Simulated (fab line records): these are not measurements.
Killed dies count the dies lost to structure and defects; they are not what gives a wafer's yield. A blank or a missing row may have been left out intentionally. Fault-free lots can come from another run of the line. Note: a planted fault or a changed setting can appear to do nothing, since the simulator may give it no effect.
A single fault, viewed from 2 desks || flow gf180mcu || numbers are kept per desk, each desk with only its own; the story behind them comes last

## METROLOGY DESK
What the gauges read, lot by lot, whatever tool the lot ran on: means of the sampled wafers that have a number. Marked OUT: a lot whose mean sits more than 4 standard deviations from the usual mean, which makes it out of limits; the brackets give that distance.
Columns: A = M5_OVL at GF_M5_OVL_MEAS_08, usual 2 nm; B = V5_OVL at GF_V5_OVL_MEAS_15, usual 2 nm
{"lot": "L722", "first seen here": "day 26 04:34", "A": 1, "B": 8}
{"lot": "L723", "first seen here": "day 26 15:01", "A": -2, "B": 1}
{"lot": "L724", "first seen here": "day 27 02:08", "A": 2, "B": 1}
{"lot": "L726", "first seen here": "day 27 15:19", "A": 5, "B": -6}
{"lot": "L727", "first seen here": "day 27 23:05", "A": 7, "B": 5}
{"lot": "L728", "first seen here": "day 28 00:50", "A": 10, "B": -3}
{"lot": "L731", "first seen here": "day 29 02:09", "A": 0, "B": -0}
{"lot": "L732", "first seen here": "day 29 14:56", "A": 4, "B": 2}
{"lot": "L734", "first seen here": "day 30 01:23", "A": 10, "B": 9}
{"lot": "L735", "first seen here": "day 30 04:02", "A": -5, "B": -6}
{"lot": "L741", "first seen here": "day 31 21:28", "A": 3, "B": -3}
{"lot": "L742", "first seen here": "day 32 03:34", "A": 3, "B": -3}
{"lot": "L743", "first seen here": "day 32 08:16", "A": 4, "B": 7}
{"lot": "L745", "first seen here": "day 33 02:26", "A": -1, "B": 10}
This desk found nothing out of limits on any of the 14 lots.

## DESK OF THE TOOL OWNER: pvd_sputter-02
The tool's own readings at GF_TOP_METAL_SPUTTER_00 (material Ti, target thk 37.5 nm, time 150 s): means of the sampled wafers that have a number, for each lot that ran on this tool. Marked OUT: a lot whose mean sits more than 4 standard deviations from the usual mean, which makes it out of limits; the brackets give that distance.
Columns: A = cathode_dc_power_W at GF_TOP_METAL_SPUTTER_00, usual 4000.0 W; B = throttle_valve_pct at GF_TOP_METAL_SPUTTER_00, usual 29.7 %
{"lot": "L724", "first seen here": "day 28 01:10", "A": 4000.5, "B": 31.4}
{"lot": "L728", "first seen here": "day 28 23:38", "A": 3999.5, "B": 29.2}
{"lot": "L731", "first seen here": "day 29 23:45", "A": "4491.1 (+99 or more) OUT", "B": 29.2}
{"lot": "L732", "first seen here": "day 30 12:31", "A": "4246.0 (+99 or more) OUT", "B": 29.8}
{"lot": "L734", "first seen here": "day 30 21:47", "A": "4245.9 (+99 or more) OUT", "B": 30.1}
{"lot": "L745", "first seen here": "day 33 20:52", "A": 4000.9, "B": 29.3}
Finding of this desk: L731, L732, L734 out of limits; the first was L731 at day 29 23:45, on cathode_dc_power_W at GF_TOP_METAL_SPUTTER_00. L724, L728, L745: within limits.

## ALL TOGETHER
On L731, L732, L734, at day 29 23:45, an alarm was possible from the tool owner's desk.
Metrology desk: nothing out of limits seen.
The metrology desk has L731, L732, L734 on record, within its limits.
The lots listed all ran GF_TOP_METAL_SPUTTER_00 on pvd_sputter-02.

## WHAT THE SIMULATOR PUT IN
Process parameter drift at GF_TOP_METAL_SPUTTER_00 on pvd_sputter-02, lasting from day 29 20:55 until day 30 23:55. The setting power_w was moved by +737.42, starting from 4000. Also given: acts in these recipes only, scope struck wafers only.
Shown lots that were struck: L731, L732, L734.
Time in hours from fault onset to the first out-of-limits reading at each desk: the tool owner's desk, 3.
